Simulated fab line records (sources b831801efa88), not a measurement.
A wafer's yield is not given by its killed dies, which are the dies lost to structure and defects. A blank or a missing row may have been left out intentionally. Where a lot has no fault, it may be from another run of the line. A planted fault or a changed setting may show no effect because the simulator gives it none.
Which tool did it? | flow gf180mcu | Sampling: 14 lots, 42 wafers, 5 of 602 route steps

== WHAT THE GAUGES SHOWED, per wafer ==
GF_HV_LDD_TW_MEAS_23.
lot  | measured     | on            | HV_LDD_2_TW
L153 | day 10 14:58 | film-metro-01 | 1062 1063 1057
L154 | day 10 22:24 | film-metro-04 | 1084 1083 1085
L155 | day 11 09:19 | film-metro-04 | 1084 1081 1087
L157 | day 11 21:58 | film-metro-03 | 1076 1075 1073
L159 | day 12 18:10 | film-metro-04 | 1079 1073 1076
L160 | day 13 00:47 | film-metro-03 | 1073 1069 1070
L161 | day 13 11:04 | film-metro-04 | 1081 1083 1080
L162 | day 13 15:19 | film-metro-03 | 1063 1065 1069
L163 | day 14 01:16 | film-metro-03 | 1076 1075 1075
L172 | day 16 20:59 | film-metro-03 | 1069 1070 1078
L173 | day 17 04:25 | film-metro-04 | 1088 1082 1086
L174 | day 17 14:04 | film-metro-04 | 1082 1082 1081
L175 | day 18 02:07 | film-metro-03 | 1076 1069 1073
L176 | day 18 02:14 | film-metro-04 | 1078 1082 1083

GF_HV_LDD_RS_MEAS_53: measurement is done with a four-point probe.
lot  | measured     | on            | HV_LDD_RS (ohm/sq)
L153 | day 12 05:11 | film-metro-04 | 418.3 417.7 418.2
L154 | day 12 13:03 | film-metro-04 | 418.5 419.7 418.7
L155 | day 12 23:59 | film-metro-04 | 417.1 417.3 416.6
L157 | day 13 13:56 | film-metro-03 | 417.8 418.0 418.6
L159 | day 14 11:00 | film-metro-03 | 418.6 417.7 418.7
L160 | day 14 18:28 | film-metro-01 | 416.0 417.3 416.3
L161 | day 15 04:48 | film-metro-04 | 419.7 418.2 418.7
L162 | day 15 08:12 | film-metro-01 | 402.7 403.3 402.6
L163 | day 15 20:02 | film-metro-04 | 405.3 405.5 405.2
L172 | day 18 21:33 | film-metro-01 | 417.0 418.2 417.5
L173 | day 19 04:56 | film-metro-03 | 419.3 418.8 419.2
L174 | day 19 15:14 | film-metro-04 | 417.8 417.8 418.2
L175 | day 20 04:43 | film-metro-01 | 416.4 417.0 417.7
L176 | day 20 04:50 | film-metro-03 | 418.5 418.6 418.4

GF_V1_THK_MEAS_25: measures by xrf.
lot  | measured     | on            | V1_W_THK (nm)
L153 | day 17 21:20 | film-metro-01 | 359 349 360
L154 | day 18 07:02 | film-metro-04 | 353 352 345
L155 | day 18 18:25 | film-metro-04 | 353 350 351
L157 | day 19 11:08 | film-metro-04 | 350 352 350
L159 | day 20 15:13 | film-metro-04 | 348 342 348
L160 | day 20 20:43 | film-metro-04 | 351 352 349
L161 | day 21 10:07 | film-metro-01 | 359 357 362
L162 | day 21 15:34 | film-metro-04 | 351 353 353
L163 | day 22 04:52 | film-metro-02 | 354 356 347
L172 | day 25 03:08 | film-metro-02 | 354 357 340
L173 | day 25 07:59 | film-metro-01 | 348 346 348
L174 | day 25 18:07 | film-metro-02 | 347 361 346
L175 | day 26 06:13 | film-metro-02 | 353 346 354
L176 | day 26 07:11 | film-metro-02 | 355 353 355

== WHICH TOOL RAN EACH LOT (tool, then ch and the chambers of the sampled wafers, then the start) ==
lot  | GF_HV_LDD_IMPLANT_33            | GF_V1_CMP_04
L153 | implanter-03 ch 0, day 11 09:22 | cmp-01 ch 1,2,3, day 16 20:28
L154 | implanter-03 ch 0, day 11 17:02 | cmp-02 ch 0,1,2, day 17 06:29
L155 | implanter-04 ch 0, day 12 03:34 | cmp-02 ch 1,2,3, day 17 17:48
L157 | implanter-03 ch 0, day 12 17:37 | cmp-02 ch 1,2,3, day 18 09:25
L159 | implanter-03 ch 0, day 13 13:13 | cmp-01 ch 0,3, day 19 13:11
L160 | implanter-04 ch 0, day 13 20:44 | cmp-01 ch 1,2,3, day 19 18:50
L161 | implanter-04 ch 0, day 14 07:34 | cmp-01 ch 0,1,2, day 20 08:29
L162 | implanter-04 ch 0, day 14 11:28 | cmp-02 ch 1,2,3, day 20 13:50
L163 | implanter-04 ch 0, day 14 21:52 | cmp-02 ch 0,1,2, day 21 03:46
L172 | implanter-02 ch 0, day 17 20:35 | cmp-02 ch 0,1, day 24 03:46
L173 | implanter-02 ch 0, day 18 03:31 | cmp-01 ch 0,3, day 24 08:19
L174 | implanter-03 ch 0, day 18 13:19 | cmp-02 ch 1,2,3, day 24 18:52
L175 | implanter-03 ch 0, day 19 02:53 | cmp-02 ch 0,2,3, day 25 07:45
L176 | implanter-02 ch 0, day 19 02:59 | cmp-02 ch 1,3, day 25 08:32
- GF_HV_LDD_IMPLANT_33
- GF_V1_CMP_04: polishes SiO2.

== AS READ BY THE TOOLS THEMSELVES (means over the sampled wafers that have a number; for cases with no such wafer, the mark the record gives instead) ==
GF_HV_LDD_IMPLANT_33.
lot  | tool         | beam-energy-keV | beam-on-s (s) | tilt-deg (degrees)
L153 | implanter-03 | 60.010          | 10.01         | 29.994
L154 | implanter-03 | 59.986          | 9.89          | 29.998
L155 | implanter-04 | 59.988          | 9.93          | 30.004
L157 | implanter-03 | 59.995          | 10.01         | 30.005
L159 | implanter-03 | 59.994          | 9.99          | 29.993
L160 | implanter-04 | 60.002          | 9.94          | 30.027
L161 | implanter-04 | 59.997          | 10.02         | 30.019
L162 | implanter-04 | 73.092          | 9.98          | 29.990
L163 | implanter-04 | 73.124          | 10.08         | 30.020
L172 | implanter-02 | 60.020          | 9.92          | 29.999
L173 | implanter-02 | 59.993          | 10.08         | 30.006
L174 | implanter-03 | 60.019          | 10.20         | 30.002
L175 | implanter-03 | 60.018          | 9.93          | 30.003
L176 | implanter-02 | 59.998          | 10.07         | 29.992

GF_V1_CMP_04.
lot  | tool   | motor-current-A (A) | time-to-endpoint-s (s)
L153 | cmp-01 | 12.9                | 85
L154 | cmp-02 | 13.1                | 94
L155 | cmp-02 | 13.8                | 84
L157 | cmp-02 | 13.3                | 78
L159 | cmp-01 | 13.2                | 89
L160 | cmp-01 | 12.4                | 91
L161 | cmp-01 | 12.7                | 93
L162 | cmp-02 | 13.4                | 82
L163 | cmp-02 | 13.4                | 88
L172 | cmp-02 | 13.4                | 83
L173 | cmp-01 | 13.6                | 90
L174 | cmp-02 | 13.5                | 79
L175 | cmp-02 | 14.0                | 80
L176 | cmp-02 | 13.8                | 75

== THE ANSWER, worked out from the rows above alone ==
Rule: usual is defined by the lots themselves. Put in order of their means at a reading, lots are off if they are a third of the lots or fewer, leave a main group of 4 or more, and stand apart from it by a gap of 3 or more times the standard deviation of the main group's means; of several such gaps the widest counts. A main group whose means are all the same, to the digits that the tables above print for the reading, isn't used. A lot without any number at a reading at which 4 lots or more have one is off too. Where the step has rows for the other lots, those lots are counted as sound. After the gauges, taken in route order, come the tools' own readings; for these a lot's mean is taken, as printed above. At the first step where some lot is off, the reading lying furthest off is the one used; lots without a number count as furthest.
Off: at GF_HV_LDD_RS_MEAS_53 (HV_LDD_RS), L162, L163. The main group: mean 418.0 ohm/sq, standard deviation 0.79.
A tool fits if, at a process step before that reading, it ran every lot that is off, and no sound lot after the first of them. The gauges at GF_HV_LDD_RS_MEAS_53 aren't tried: what is off there is off at GF_HV_LDD_IMPLANT_33 too, on other tools, and a gauge's error can't cause that. One fits: GF_HV_LDD_IMPLANT_33 on implanter-04. A fault onset in the window from L161 (day 14 07:34, its last sound lot) to L162 (day 14 11:28, its first lot off) fits.
On the lots that are off, the tool's own readings at GF_HV_LDD_IMPLANT_33 differ by more than 5 times the standard deviation of the sound lots' means, which bears it out; beam-energy-keV reads 73.108 there versus 60.002 on the sound lots.

== WHAT HAD BEEN PUT IN BY THE SIMULATOR ==
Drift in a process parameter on implanter-04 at GF_HV_LDD_IMPLANT_33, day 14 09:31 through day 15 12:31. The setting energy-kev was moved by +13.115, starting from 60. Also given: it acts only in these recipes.
Struck lots among those shown: L162, L163. The rule above reached the same finding.
